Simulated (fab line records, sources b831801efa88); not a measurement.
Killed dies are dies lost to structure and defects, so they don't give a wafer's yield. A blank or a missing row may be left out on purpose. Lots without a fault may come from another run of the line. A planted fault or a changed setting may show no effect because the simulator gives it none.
fab line records | flow gf180mcu
record lots=5 wafers=15 last_day=34
route steps=602 shown V3@448 M4@456 V4@476
lots that met no fault: from a run of the same line without faults
start_h: hours from the record's first day to the start of the lot's first wafer shown | wait_h: hours since the lot's step before | " the same as in the row above | L1.1+2: a row that stands for several wafers | - no value, or no start given | * or withheld: withheld | < > ~ a bound
route shown NAME@n: a module of which the file shows steps, and the number in the route of the first | usual: mean/standard deviation of fault-free wafers | same: alike in all rows | chamber/n: place in a boat | sites: the reading at each site | _std_site: their standard deviation | _edge_site: outer sites' mean less inner sites' | radius_mm: how far each site lies from the wafer's centre | mask NAME#n: copy n | behind: the tool/chamber that last shaped the wafer | hold: why the lot was held/for how many hours/how that ended | device: the transistor (n, p or np) that didn't switch | end of line: the same wafers' tests at the end of the route | a step without rows: its recipe alone | killed: dies lost to structure and defects at the first sort, not the wafer's yield | map: a wafer's dies, x killed, . not, _ none there
set.NAME: the setting as run; set.NAME@STEP: as run at that earlier step | model.NAME: the simulator's own value behind a step, which no gauge read
lots at some steps of the route; a table a step, a row a wafer
services: from which hour (start_h, from the record's first day; less than 0 if before it) a tool's chamber was out of use, for how many hours, and why
## steps
# step GF_V3_STRIP_19
# recipe chemistry=post_etch_residue_remover time_s=1200 temp_c=72.5
# columns lot.wafer tool chamber start_h wait_h
L078.3+5+6 wet_bench-02 1 555.12 0.0
L079.3+5+6 wet_bench-01 2 556.05 0.0
L080.1+3+4 wet_bench-02 3 574.93 0.1
L088.3+5+6 wet_bench-01 3 630.85 0.0
L097.1+3+5 wet_bench-03 1 691.63 0.1
# step GF_V3_CLEAN_20
# recipe chemistry=DIW dry=n2_spin
# columns lot.wafer tool chamber start_h wait_h
L078.3+5+6 wet_bench-03 0 555.46 0.0
L079.3+5+6 wet_bench-03 2 556.39 0.0
L080.1+3+4 wet_bench-03 2 575.30 0.0
L088.3+5+6 wet_bench-02 3 631.19 0.0
L097.1+3+5 wet_bench-01 2 692.31 0.0
# step GF_V3_SPUTTER_21
# recipe material=Ti target_thk_nm=15 chamber_pressure_pa=5 power_w=2500 substrate_temp_c=200 time_s=80.02
# usual throttle_valve_pct=30.0/0.96
# columns lot.wafer tool chamber start_h wait_h throttle_valve_pct
L078.3 pvd_sputter-04 - 555.55 0.0 28.8
L078.5 " - " " 29.3
L078.6 " - " " 29.8
L079.3 pvd_sputter-02 - 556.48 0.0 31.7
L079.5 " - " " 31.8
L079.6 " - " " 30.4
L080.1 pvd_sputter-04 - 575.40 0.0 30.2
L080.3 " - " " 28.8
L080.4 " - " " 30.0
L088.3 pvd_sputter-03 - 631.38 0.0 30.3
L088.5 " - " " 30.5
L088.6 " - " " 29.6
L097.1 pvd_sputter-02 - 692.40 0.0 31.3
L097.3 " - " " 28.4
L097.5 " - " " 30.4
# step GF_V3_SPUTTER_22
# recipe material=TiN target_thk_nm=10 chamber_pressure_pa=5 power_w=4000 time_s=40
# usual throttle_valve_pct=30.0/0.96
# columns lot.wafer tool chamber start_h wait_h throttle_valve_pct
L078.3 pvd_sputter-04 - 555.61 0.0 29.1
L078.5 " - " " 29.4
L078.6 " - " " 29.8
L079.3 pvd_sputter-02 - 556.55 0.0 31.2
L079.5 " - " " 31.5
L079.6 " - " " 30.3
L080.1 pvd_sputter-04 - 575.46 0.0 29.8
L080.3 " - " " 28.8
L080.4 " - " " 29.7
L088.3 pvd_sputter-03 - 631.44 0.0 30.1
L088.5 " - " " 30.8
L088.6 " - " " 29.9
L097.1 pvd_sputter-02 - 692.47 0.0 31.2
L097.3 " - " " 28.4
L097.5 " - " " 30.4
# step GF_V3_CVD_23
# recipe material=W target_thk_nm=350 time_s=104.9 temp_c=400 pressure_torr=40
# usual heater_power_outer_w=463/32 heater_power_w=778/37
# columns lot.wafer tool chamber start_h wait_h heater_power_outer_w heater_power_w
L078.3 cvd_w-02 0 555.69 0.1 423 797
L078.5 " 1 " " 523 809
L078.6 " 0 " " 434 799
L079.3 cvd_w-01 1 556.62 0.1 456 764
L079.5 " 1 " " 468 757
L079.6 " 0 " " 441 745
L080.1 cvd_w-02 1 575.50 0.0 507 797
L080.3 " 1 " " 501 796
L080.4 " 1 " " 512 806
L088.3 cvd_w-01 1 631.51 0.1 459 759
L088.5 " 0 " " 436 746
L088.6 " 1 " " 449 782
L097.1 cvd_w-02 1 692.50 0.0 524 813
L097.3 " 0 " " 436 821
L097.5 " 1 " " 511 808
# step GF_V3_RS_MEAS_24
# recipe thk_meas_gauge=four-point-probe reads=W_of_V3_CVD_23+TiN_of_V3_SPUTTER_22+Ti_of_V3_SPUTTER_21
# usual V3_W_RS=0.323/0.0046
# columns lot.wafer tool chamber start_h wait_h V3_W_RS[ohm/sq]
L078.3 film_metro-02 - 555.80 0.1 0.326
L078.5 " - " " 0.321
L078.6 " - " " 0.324
L079.3 film_metro-01 - 556.74 0.1 0.324
L079.5 " - " " 0.323
L079.6 " - " " 0.327
L080.1 film_metro-03 - 575.72 0.2 0.319
L080.3 " - " " 0.321
L080.4 " - " " 0.319
L088.3 film_metro-01 - 631.63 0.1 0.322
L088.5 " - " " 0.330
L088.6 " - " " 0.324
L097.1 film_metro-03 - 692.62 0.1 0.316
L097.3 " - " " 0.321
L097.5 " - " " 0.318
# step GF_V3_THK_MEAS_25
# recipe thk_meas_gauge=xrf reads=W_of_V3_CVD_23
# usual V3_W_THK=333/4.9
# columns lot.wafer tool chamber start_h wait_h V3_W_THK[nm]
L078.3 film_metro-02 - 555.90 0.1 333
L078.5 " - " " 336
L078.6 " - " " 333
L079.3 film_metro-01 - 556.84 0.1 334
L079.5 " - " " 335
L079.6 " - " " 331
L080.1 film_metro-03 - 575.84 0.1 338
L080.3 " - " " 337
L080.4 " - " " 339
L088.3 film_metro-01 - 631.73 0.1 333
L088.5 " - " " 325
L088.6 " - " " 332
L097.1 film_metro-03 - 692.74 0.1 345
L097.3 " - " " 339
L097.5 " - " " 341
# step GF_V3_CMP_26
# recipe stop_on=SiO2 down_force_psi=3.5 platen_rpm=60 t_overpolish_s=15 target_thk_nm=0 pad_velocity_m_s=0.94248
# usual motor_current_A=11.3/1.3 overpolish_run_s=15.000/0.0091 time_to_endpoint_s=82/4.5
# columns lot.wafer tool chamber start_h wait_h motor_current_A overpolish_run_s time_to_endpoint_s
L078.3 cmp-02 0 555.99 0.1 11.1 15.002 75
L078.6 " 3 " " 11.1 15.010 81
L078.5 " 0 " " 11.6 15.003 78
L079.3 cmp-01 2 557.81 1.0 9.8 14.996 82
L079.6 " 3 " " 8.2 15.006 81
L079.5 " 0 " " 10.5 15.012 79
L080.3 cmp-02 1 575.90 0.0 11.8 15.004 85
L080.4 " 2 " " 11.8 15.024 89
L080.1 " 0 " " 11.7 15.006 80
L088.3 cmp-01 3 631.87 0.1 8.4 15.002 83
L088.5 " 1 " " 14.4 15.009 76
L088.6 " 2 " " 10.0 14.996 80
L097.3 cmp-01 1 692.90 0.1 14.0 15.013 80
L097.1 " 2 " " 9.4 15.000 87
L097.5 " 0 " " 11.4 14.990 77
# step GF_M4_SPUTTER_00
# recipe material=Ti target_thk_nm=37.5 arriving_ion_energy_ev=80 substrate_temp_c=200 chamber_pressure_pa=2 power_w=4000 time_s=150
# usual throttle_valve_pct=29.8/0.87
# columns lot.wafer tool chamber start_h wait_h throttle_valve_pct
L078.3 pvd_sputter-03 - 556.24 0.2 31.6
L078.5 " - " " 31.0
L078.6 " - " " 31.6
L079.3 pvd_sputter-01 - 557.96 0.1 30.4
L079.5 " - " " 30.3
L079.6 " - " " 29.1
L080.1 pvd_sputter-03 - 576.20 0.1 31.5
L080.3 " - " " 30.8
L080.4 " - " " 29.8
L088.3 pvd_sputter-04 - 632.07 0.1 29.9
L088.5 " - " " 29.8
L088.6 " - " " 28.9
L097.1 pvd_sputter-03 - 693.10 0.1 30.2
L097.3 " - " " 30.1
L097.5 " - " " 29.9
# step GF_M4_SPUTTER_01
# recipe material=TiN target_thk_nm=30 power_w=6500 time_s=25 chamber_pressure_pa=0.4
# usual throttle_valve_pct=29.8/0.89
# columns lot.wafer tool chamber start_h wait_h throttle_valve_pct
L078.3 pvd_sputter-03 - 556.34 0.1 31.7
L078.5 " - " " 30.9
L078.6 " - " " 31.7
L079.3 pvd_sputter-01 - 558.06 0.1 30.2
L079.5 " - " " 29.9
L079.6 " - " " 29.1
L080.1 pvd_sputter-03 - 576.30 0.1 31.8
L080.3 " - " " 31.0
L080.4 " - " " 29.5
L088.3 pvd_sputter-04 - 632.17 0.1 30.1
L088.5 " - " " 30.2
L088.6 " - " " 28.8
L097.1 pvd_sputter-03 - 693.20 0.1 30.2
L097.3 " - " " 29.7
L097.5 " - " " 29.5
# step GF_M4_SPUTTER_02
# recipe material=AlCu target_thk_nm=450 power_w=10600 time_s=23.9 chamber_pressure_pa=0.4
# usual throttle_valve_pct=29.8/0.9
# columns lot.wafer tool chamber start_h wait_h throttle_valve_pct
L078.3 pvd_sputter-03 - 556.37 0.0 31.7
L078.5 " - " " 30.8
L078.6 " - " " 31.9
L079.3 pvd_sputter-01 - 558.09 0.0 30.3
L079.5 " - " " 30.5
L079.6 " - " " 29.0
L080.1 pvd_sputter-03 - 576.33 0.0 31.6
L080.3 " - " " 30.7
L080.4 " - " " 30.0
L088.3 pvd_sputter-04 - 632.20 0.0 29.9
L088.5 " - " " 30.2
L088.6 " - " " 28.8
L097.1 pvd_sputter-03 - 693.23 0.0 29.8
L097.3 " - " " 29.8
L097.5 " - " " 29.9
# step GF_M4_SPUTTER_03
# recipe material=Ti target_thk_nm=10 substrate_temp_c=300 chamber_pressure_pa=0.3 power_w=3000 time_s=6.7
# usual throttle_valve_pct=29.8/0.9
# columns lot.wafer tool chamber start_h wait_h throttle_valve_pct
L078.3 pvd_sputter-03 - 556.40 0.0 31.5
L078.5 " - " " 30.9
L078.6 " - " " 31.8
L079.3 pvd_sputter-01 - 558.12 0.0 30.1
L079.5 " - " " 30.1
L079.6 " - " " 29.0
L080.1 pvd_sputter-03 - 576.36 0.0 31.5
L080.3 " - " " 31.1
L080.4 " - " " 29.6
L088.3 pvd_sputter-04 - 632.23 0.0 29.9
L088.5 " - " " 30.1
L088.6 " - " " 28.9
L097.1 pvd_sputter-03 - 693.26 0.0 30.2
L097.3 " - " " 29.9
L097.5 " - " " 30.1
# step GF_M4_SPUTTER_04
# recipe material=TiN target_thk_nm=50 power_w=6500 time_s=41.7 chamber_pressure_pa=0.4
# usual throttle_valve_pct=29.8/0.91
# columns lot.wafer tool chamber start_h wait_h throttle_valve_pct
L078.3 pvd_sputter-03 - 556.42 0.0 31.5
L078.5 " - " " 31.1
L078.6 " - " " 31.8
L079.3 pvd_sputter-01 - 558.14 0.0 29.9
L079.5 " - " " 30.3
L079.6 " - " " 29.0
L080.1 pvd_sputter-03 - 576.38 0.0 31.8
L080.3 " - " " 31.0
L080.4 " - " " 30.0
L088.3 pvd_sputter-04 - 632.25 0.0 29.8
L088.5 " - " " 29.9
L088.6 " - " " 28.9
L097.1 pvd_sputter-03 - 693.28 0.0 30.3
L097.3 " - " " 29.7
L097.5 " - " " 29.8
# step GF_M4_RS_MEAS_05
# recipe thk_meas_gauge=four-point-probe reads=TiN_of_M4_SPUTTER_04+Ti_of_M4_SPUTTER_03+AlCu_of_M4_SPUTTER_02+TiN_of_M4_SPUTTER_01+Ti_of_M4_SPUTTER_00
# usual M4_ALCU_RS=0.0697/0.00098
# columns lot.wafer tool chamber start_h wait_h M4_ALCU_RS[ohm/sq]
L078.3 film_metro-02 - 556.50 0.1 0.0693
L078.5 " - " " 0.0706
L078.6 " - " " 0.0695
L079.3 film_metro-02 - 558.22 0.1 0.0686
L079.5 " - " " 0.0692
L079.6 " - " " 0.0699
L080.1 film_metro-03 - 576.46 0.1 0.0689
L080.3 " - " " 0.0703
L080.4 " - " " 0.0684
L088.3 film_metro-02 - 632.33 0.1 0.0716
L088.5 " - " " 0.0721
L088.6 " - " " 0.0707
L097.1 film_metro-04 - 693.32 0.0 0.0696
L097.3 " - " " 0.0684
L097.5 " - " " 0.0682
# step GF_M4_THK_MEAS_06
# recipe thk_meas_gauge=xrf reads=AlCu_of_M4_SPUTTER_02
# usual M4_ALCU_THK=442/6.6
# columns lot.wafer tool chamber start_h wait_h M4_ALCU_THK[nm]
L078.3 film_metro-02 - 556.60 0.1 443
L078.5 " - " " 434
L078.6 " - " " 440
L079.3 film_metro-02 - 558.32 0.1 445
L079.5 " - " " 438
L079.6 " - " " 436
L080.1 film_metro-03 - 576.58 0.1 451
L080.3 " - " " 441
L080.4 " - " " 451
L088.3 film_metro-02 - 632.43 0.1 431
L088.5 " - " " 429
L088.6 " - " " 435
L097.1 film_metro-04 - 693.44 0.1 447
L097.3 " - " " 450
L097.5 " - " " 454
# step GF_M4_DEHYDRATE_07
# recipe temp_c=200 time_s=60
# columns lot.wafer tool chamber start_h wait_h
L078.3+5+6 litho_track-02 0 566.90 10.3
L079.3+5+6 litho_track-01 0 568.32 10.0
L080.1+3+4 litho_track-01 0 586.82 10.2
L088.3+5+6 litho_track-02 0 641.65 9.2
L097.1+3+5 litho_track-01 0 701.97 8.5
# step GF_M4_HMDS_08
# recipe prime_time_s=60 prime_temp_c=120
# columns lot.wafer tool chamber start_h wait_h
L078.3+5+6 litho_track-02 0 567.05 0.1
L079.3+5+6 litho_track-01 0 568.47 0.1
L080.1+3+4 litho_track-01 0 586.97 0.1
L088.3+5+6 litho_track-02 0 641.80 0.1
L097.1+3+5 litho_track-01 0 702.12 0.1
# step GF_M4_COAT_09
# recipe resist=KrF spin_rpm=withheld resist_thk_nm=1000
# columns lot.wafer tool chamber start_h wait_h
L078.3+5+6 litho_track-02 0 567.20 0.1
L079.3+5+6 litho_track-01 0 568.62 0.1
L080.1+3+4 litho_track-01 0 587.12 0.1
L088.3+5+6 litho_track-02 0 641.95 0.1
L097.1+3+5 litho_track-01 0 702.27 0.1
# step GF_M4_SOFTBAKE_10
# recipe temp_c=130 time_s=60 resist=KrF
# columns lot.wafer tool chamber start_h wait_h
L078.3+5+6 litho_track-02 0 567.35 0.1
L079.3+5+6 litho_track-01 0 568.77 0.1
L080.1+3+4 litho_track-01 0 587.27 0.1
L088.3+5+6 litho_track-02 0 642.10 0.1
L097.1+3+5 litho_track-01 0 702.42 0.1
# step GF_M4_EXPOSE_11
# recipe mask_id=Metal4 target_cd_nm=280 na=0.68 source_shape=conventional sigma_outer=0.6 dose_mj=28
# usual exposure_dose_mJ_cm2=27.97/0.039 focus_offset_nm=0.0/0.57
# columns lot.wafer tool chamber start_h wait_h mask exposure_dose_mJ_cm2 focus_offset_nm
L078.3 krf_scanner-01 0 - - Metal4#0 27.99 -0.4
L078.5 " 0 " " Metal4#0 27.96 -1.0
L078.6 " 0 " " Metal4#0 28.02 -0.1
L079.3 krf_scanner-01 0 - - Metal4#0 27.96 -1.1
L079.5 " 0 " " Metal4#0 27.92 -0.5
L079.6 " 0 " " Metal4#0 27.95 -0.2
L080.1 krf_scanner-01 0 - - Metal4#0 27.92 0.4
L080.3 " 0 " " Metal4#0 28.00 0.5
L080.4 " 0 " " Metal4#0 27.94 -0.4
L088.3 krf_scanner-02 0 - - Metal4#0 28.03 -0.2
L088.5 " 0 " " Metal4#0 28.01 0.3
L088.6 " 0 " " Metal4#0 28.02 0.1
L097.1 krf_scanner-02 0 - - Metal4#0 28.03 -0.3
L097.3 " 0 " " Metal4#0 28.01 -0.1
L097.5 " 0 " " Metal4#0 28.02 0.2
# step GF_M4_PEB_12
# recipe peb_temp_c=135 peb_time_s=90 resist=KrF
# columns lot.wafer tool chamber start_h wait_h
L078.3+5+6 litho_track-01 0 - -
L079.3+5+6 litho_track-01 0 - -
L080.1+3+4 litho_track-02 0 - -
L088.3+5+6 litho_track-01 0 - -
L097.1+3+5 litho_track-03 0 - -
# step GF_M4_DEVELOP_13
# recipe develop_time_s=60 dev_temp_c=21
# columns lot.wafer tool chamber start_h wait_h
L078.3+5+6 litho_track-01 0 577.97 0.1
L079.3+5+6 litho_track-01 0 579.52 0.1
L080.1+3+4 litho_track-02 0 597.15 0.2
L088.3+5+6 litho_track-01 0 652.12 0.1
L097.1+3+5 litho_track-03 0 711.30 0.2
# step GF_M4_CD_MEAS_14
# recipe target_cd_nm=280
# usual cd_nm=280.0/1
# columns lot.wafer tool chamber start_h wait_h cd_nm
L078.3 cd_sem-01 - 578.11 0.1 279.0
L078.5 " - " " 279.3
L078.6 " - " " 279.3
L079.3 cd_sem-01 - 579.66 0.1 280.2
L079.5 " - " " 279.4
L079.6 " - " " 281.2
L080.1 cd_sem-01 - 597.30 0.1 280.0
L080.3 " - " " 279.1
L080.4 " - " " 280.2
L088.3 cd_sem-01 - 652.26 0.1 280.5
L088.5 " - " " 279.7
L088.6 " - " " 279.9
L097.1 cd_sem-01 - 711.45 0.1 281.2
L097.3 " - " " 280.4
L097.5 " - " " 279.4
# step GF_M4_OVL_MEAS_15
# usual M4_OVL=-4/6
# columns lot.wafer tool chamber start_h wait_h M4_OVL[nm]
L078.3 overlay-02 - 578.20 0.1 7
L078.5 " - " " 2
L078.6 " - " " -7
L079.3 overlay-02 - 579.75 0.1 -1
L079.5 " - " " 2
L079.6 " - " " -8
L080.1 overlay-01 - 597.42 0.1 -15
L080.3 " - " " -15
L080.4 " - " " -4
L088.3 overlay-02 - 652.35 0.1 -2
L088.5 " - " " -6
L088.6 " - " " 0
L097.1 overlay-01 - 711.57 0.1 -8
L097.3 " - " " 3
L097.5 " - " " -4
# step GF_M4_METAL_ETCH_16
# recipe chemistry=Cl2/BCl3 mask_material=KrF target_depth_nm=627.5 stop_on=SiO2 pressure_mtorr=8 icp_w=800 bias_w=140 Cl2_flow_sccm=80 bcl3_flow_sccm=40 time_s=104.6
# usual drypump_motor_current_A=5.7/0.34 oes_product_au=0.970/0.0069 throttle_valve_pct=28.254/0.011
# columns lot.wafer tool chamber start_h wait_h drypump_motor_current_A oes_product_au rf_hours_counter_h throttle_valve_pct
L078.3 rie_metal-02 0 578.26 0.1 5.6 0.964 - 28.249
L078.5 " 0 " " 5.6 0.968 - 28.240
L078.6 " 1 " " 5.7 0.972 - 28.242
L079.3 rie_metal-04 1 579.81 0.1 6.5 0.969 - 28.238
L079.5 " 0 " " 5.6 0.971 - 28.247
L079.6 " 1 " " 6.5 0.970 - 28.252
L080.1 rie_metal-04 0 597.45 0.0 5.6 0.980 2 28.251
L080.3 " 0 " " 5.7 0.960 - 28.263
L080.4 " 1 " " 6.5 0.969 - 28.260
L088.3 rie_metal-02 1 652.41 0.1 5.7 0.965 - 28.271
L088.5 " 1 " " 5.7 0.969 - 28.261
L088.6 " 0 " " 5.6 0.964 - 28.255
L097.1 rie_metal-04 1 711.61 0.0 6.5 0.976 14 28.271
L097.3 " 1 " " 6.5 0.983 - 28.249
L097.5 " 0 " " 5.6 0.976 - 28.245
# step GF_M4_STRIP_17
# recipe chemistry=O2/N2 power_w=1400 pressure_mtorr=1500 platen_temp_c=250 o2_flow_sccm=3000 n2_flow_sccm=300 overash_fraction=0.5
# usual drypump_motor_current_A=5.8/0.4 heater_power_w=310/32 oes_product_au=0.558/0.0048 strip_time_to_endpoint_s=7.88/0.063
# columns lot.wafer tool chamber start_h wait_h drypump_motor_current_A heater_power_w oes_product_au rf_hours_counter_h strip_time_to_endpoint_s
L078.3 plasma_asher-04 0 578.37 0.1 5.7 352 0.564 - 7.92
L078.5 " 1 " " 5.1 251 0.561 - 7.94
L078.6 " 0 " " 5.7 341 0.557 - 7.85
L079.3 plasma_asher-03 1 579.92 0.1 6.0 286 0.567 - 7.97
L079.5 " 0 " " 6.0 315 0.560 - 7.89
L079.6 " 1 " " 6.0 277 0.559 - 7.98
L080.1 plasma_asher-01 0 597.56 0.1 5.5 322 0.559 85 7.90
L080.3 " 1 " " 6.4 346 0.561 - 7.89
L080.4 " 0 " " 5.5 317 0.560 - 7.94
L088.3 plasma_asher-01 1 652.52 0.1 6.4 343 0.559 - 7.89
L088.5 " 1 " " 6.4 341 0.558 - 7.87
L088.6 " 0 " " 5.5 329 0.559 - 7.90
L097.1 plasma_asher-01 1 711.72 0.1 6.3 340 0.552 98 7.80
L097.3 " 0 " " 5.5 326 0.567 - 7.87
L097.5 " 1 " " 6.3 332 0.546 - 7.77
# step GF_M4_STRIP_18
# recipe chemistry=post_etch_residue_remover time_s=1200 temp_c=72.5
# columns lot.wafer tool chamber start_h wait_h
L078.3+5+6 wet_bench-01 2 578.44 0.0
L079.3+5+6 wet_bench-03 2 579.99 0.0
L080.1+3+4 wet_bench-04 0 597.66 0.1
L088.3+5+6 wet_bench-04 1 652.59 0.0
L097.1+3+5 wet_bench-03 3 711.82 0.1
# step GF_M4_CLEAN_19
# recipe chemistry=DIW dry=n2_spin
# columns lot.wafer tool chamber start_h wait_h
L078.3+5+6 wet_bench-03 1 578.78 0.0
L079.3+5+6 wet_bench-01 3 580.33 0.0
L080.1+3+4 wet_bench-01 2 598.01 0.0
L088.3+5+6 wet_bench-01 2 652.93 0.0
L097.1+3+5 wet_bench-01 1 712.19 0.0
# step GF_V4_CVD_00
# recipe material=SiO2 target_thk_nm=600 sigma_open_frac=0.3 temp_c=400 time_s=100 sih4_flow_sccm=60 pressure_mtorr=6
# columns lot.wafer tool chamber start_h wait_h
L078.3+5+6 hdpcvd-01 2,1,2 578.87 0.0
L079.3+5+6 hdpcvd-01 1,2,1 580.42 0.0
L080.1+3+4 hdpcvd-02 1,0,2 598.10 0.0
L088.3+5+6 hdpcvd-02 2,0,1 653.02 0.0
L097.1+3+5 hdpcvd-01 2,0,2 712.29 0.0
# step GF_V4_THK_MEAS_01
# recipe reads=SiO2_of_V4_CVD_00
# usual V4_CVD_00_THK=601/8.7
# columns lot.wafer tool chamber start_h wait_h V4_CVD_00_THK[nm]
L078.3 film_metro-02 - 578.96 0.1 593
L078.5 " - " " 617
L078.6 " - " " 598
L079.3 film_metro-02 - 580.51 0.1 629
L079.5 " - " " 596
L079.6 " - " " 623
L080.1 film_metro-02 - 598.17 0.0 596
L080.3 " - " " 601
L080.4 " - " " 605
L088.3 film_metro-04 - 653.11 0.1 602
L088.5 " - " " 591
L088.6 " - " " 600
L097.1 film_metro-01 - 712.36 0.0 602
L097.3 " - " " 600
L097.5 " - " " 597
# step GF_V4_CVD_02
# recipe material=SiO2 target_thk_nm=850 precursor=TEOS temp_c=400 time_s=94.851 rf_w=600
# usual heater_power_outer_w=388/51 heater_power_w=675/76
# columns lot.wafer tool chamber start_h wait_h heater_power_outer_w heater_power_w
L078.3 pecvd-01 1 579.00 0.0 412 740
L078.5 " 2 " " 305 527
L078.6 " 0 " " 474 766
L079.3 pecvd-03 1 580.59 0.1 477 835
L079.5 " 1 " " 374 671
L079.6 " 0 " " 325 593
L080.1 pecvd-03 2 598.23 0.1 379 695
L080.3 " 1 " " 396 728
L080.4 " 2 " " 418 725
L088.3 pecvd-01 0 653.15 0.0 410 690
L088.5 " 2 " " 390 643
L088.6 " 0 " " 451 756
L097.1 pecvd-01 0 712.42 0.1 475 779
L097.3 " 2 " " 402 660
L097.5 " 0 " " 369 626
# step GF_V4_THK_MEAS_03
# recipe reads=SiO2_of_V4_CVD_02
# usual V4_CVD_02_THK=851/13
# columns lot.wafer tool chamber start_h wait_h V4_CVD_02_THK[nm]
L078.3 film_metro-01 - 579.09 0.1 845
L078.5 " - " " 877
L078.6 " - " " 860
L079.3 film_metro-01 - 580.68 0.1 861
L079.5 " - " " 866
L079.6 " - " " 865
L080.1 film_metro-01 - 598.30 0.0 826
L080.3 " - " " 843
L080.4 " - " " 830
L088.3 film_metro-02 - 653.24 0.1 844
L088.5 " - " " 871
L088.6 " - " " 852
L097.1 film_metro-01 - 712.49 0.0 850
L097.3 " - " " 855
L097.5 " - " " 861
# step GF_V4_CMP_04
# recipe material=SiO2 down_force_psi=4 platen_rpm=60 pad_velocity_m_s=0.94248
# usual motor_current_A=12.3/1.6 time_to_endpoint_s=77/6
# columns lot.wafer tool chamber start_h wait_h motor_current_A time_to_endpoint_s
L078.3 cmp-02 2 579.28 0.2 13.1 83
L078.5 " 3 " " 12.0 85
L078.6 " 0 " " 12.4 79
L079.3 cmp-02 2 580.87 0.2 13.3 88
L079.5 " 3 " " 12.1 81
L079.6 " 0 " " 12.1 76
L080.3 cmp-02 0 598.36 0.0 11.9 74
L080.4 " 1 " " 13.3 73
L080.1 " 3 " " 12.0 69
L088.3 cmp-01 1 653.33 0.1 14.5 69
L088.5 " 0 " " 11.7 76
L088.6 " 1 " " 15.2 71
L097.3 cmp-01 3 712.62 0.1 9.1 77
L097.1 " 0 " " 12.1 72
L097.5 " 3 " " 9.4 83
# step GF_V4_BOW_MEAS_05
# recipe mode=bow
# usual V4_BOW=135/9
# columns lot.wafer tool chamber start_h wait_h V4_BOW[um]
L078.3 film_metro-02 - 579.47 0.1 146
L078.5 " - " " 134
L078.6 " - " " 144
L079.3 film_metro-02 - 581.06 0.1 131
L079.5 " - " " 120
L079.6 " - " " 125
L080.1 film_metro-01 - 598.66 0.1 139
L080.3 " - " " 134
L080.4 " - " " 145
L088.3 film_metro-04 - 653.62 0.2 135
L088.5 " - " " 137
L088.6 " - " " 136
L097.1 film_metro-01 - 712.87 0.1 131
L097.3 " - " " 143
L097.5 " - " " 131
# step GF_V4_DEHYDRATE_06
# recipe temp_c=200 time_s=60
# columns lot.wafer tool chamber start_h wait_h
L078.3+5+6 litho_track-04 0 589.97 10.5
L079.3+5+6 litho_track-01 0 591.17 10.1
L080.1+3+4 litho_track-02 0 608.60 9.9
L088.3+5+6 litho_track-01 0 662.52 8.9
L097.1+3+5 litho_track-01 0 721.12 8.2
# step GF_V4_HMDS_07
# recipe prime_time_s=60 prime_temp_c=120
# columns lot.wafer tool chamber start_h wait_h
L078.3+5+6 litho_track-04 0 590.12 0.1
L079.3+5+6 litho_track-01 0 591.32 0.1
L080.1+3+4 litho_track-02 0 608.75 0.1
L088.3+5+6 litho_track-01 0 662.67 0.1
L097.1+3+5 litho_track-01 0 721.27 0.1
# step GF_V4_COAT_08
# recipe resist=BARC temp_c=withheld time_s=withheld spin_rpm=withheld resist_thk_nm=withheld
# columns lot.wafer tool chamber start_h wait_h
L078.3+5+6 litho_track-04 0 590.27 0.1
L079.3+5+6 litho_track-01 0 591.47 0.1
L080.1+3+4 litho_track-02 0 608.90 0.1
L088.3+5+6 litho_track-01 0 662.82 0.1
L097.1+3+5 litho_track-01 0 721.42 0.1
# step GF_V4_COAT_09
# recipe resist=KrF spin_rpm=withheld resist_thk_nm=1000
# columns lot.wafer tool chamber start_h wait_h
L078.3+5+6 litho_track-04 0 - -
L079.3+5+6 litho_track-01 0 - -
L080.1+3+4 litho_track-02 0 - -
L088.3+5+6 litho_track-01 0 - -
L097.1+3+5 litho_track-01 0 - -
# step GF_V4_SOFTBAKE_10
# recipe temp_c=130 time_s=60 resist=KrF
# columns lot.wafer tool chamber start_h wait_h
L078.3+5+6 litho_track-04 0 - -
L079.3+5+6 litho_track-01 0 - -
L080.1+3+4 litho_track-02 0 - -
L088.3+5+6 litho_track-01 0 - -
L097.1+3+5 litho_track-01 0 - -
# step GF_V4_EXPOSE_11
# recipe mask_id=Via4 target_cd_nm=260 na=0.68 source_shape=conventional sigma_outer=0.6 dose_mj=38
# usual exposure_dose_mJ_cm2=37.95/0.051 focus_offset_nm=-0.1/0.48
# columns lot.wafer tool chamber start_h wait_h mask exposure_dose_mJ_cm2 focus_offset_nm
L078.3 krf_scanner-01 0 - - Via4#0 37.94 -0.2
L078.5 " 0 " " Via4#0 37.95 -1.2
L078.6 " 0 " " Via4#0 37.91 -0.4
L079.3 krf_scanner-01 0 - - Via4#0 37.91 0.6
L079.5 " 0 " " Via4#0 37.92 0.9
L079.6 " 0 " " Via4#0 37.92 0.3
L080.1 krf_scanner-01 0 - - Via4#0 37.89 -0.1
L080.3 " 0 " " Via4#0 37.88 -0.6
L080.4 " 0 " " Via4#0 37.87 0.1
L088.3 krf_scanner-02 0 - - Via4#0 38.01 -0.1
L088.5 " 0 " " Via4#0 37.94 0.7
L088.6 " 0 " " Via4#0 37.99 0.0
L097.1 krf_scanner-02 0 - - Via4#0 37.95 -0.5
L097.3 " 0 " " Via4#0 37.98 0.0
L097.5 " 0 " " Via4#0 37.90 -0.2
# step GF_V4_PEB_12
# recipe peb_temp_c=135 peb_time_s=90 resist=KrF
# columns lot.wafer tool chamber start_h wait_h
L078.3+5+6 litho_track-04 0 - -
L079.3+5+6 litho_track-01 0 - -
L080.1+3+4 litho_track-02 0 - -
L088.3+5+6 litho_track-01 0 - -
L097.1+3+5 litho_track-01 0 - -
# step GF_V4_DEVELOP_13
# recipe develop_time_s=60 resist=KrF dev_temp_c=21
# columns lot.wafer tool chamber start_h wait_h
L078.3+5+6 litho_track-04 0 600.67 0.1
L079.3+5+6 litho_track-01 0 601.87 0.1
L080.1+3+4 litho_track-02 0 619.55 0.2
L088.3+5+6 litho_track-01 0 672.67 0.1
L097.1+3+5 litho_track-01 0 730.57 0.2
## services
# columns tool chamber start_h hours kind
krf_scanner-01 - 531.91 0.8 pm
krf_scanner-02 - 533.59 1.0 pm
cmp-01 - 554.73 2.9 repair
pvd_sputter-01 - 569.74 3.5 repair
cmp-01 - 572.00 4.0 pm
cmp-01 - 576.78 4.4 pm
krf_scanner-01 - 603.86 0.9 repair
pvd_sputter-03 - 608.51 2.6 repair
wet_bench-01 - 631.88 1.8 repair
pvd_sputter-03 - 648.55 2.0 repair
krf_scanner-01 - 651.05 1.0 pm
cmp-02 - 662.68 3.4 repair
wet_bench-03 - 668.91 1.9 pm
wet_bench-01 - 672.45 0.6 repair
krf_scanner-01 - 676.18 1.3 pm
wet_bench-03 - 682.28 2.0 repair
pvd_sputter-01 - 682.62 8.0 repair
cmp-01 - 685.62 1.5 repair
pvd_sputter-03 - 695.63 1.8 repair
krf_scanner-01 - 697.65 0.8 pm
krf_scanner-01 - 701.42 2.1 repair
pvd_sputter-03 - 703.59 0.7 repair
pvd_sputter-03 - 706.05 1.3 repair
cmp-02 - 708.08 5.5 pm
## key
fault none
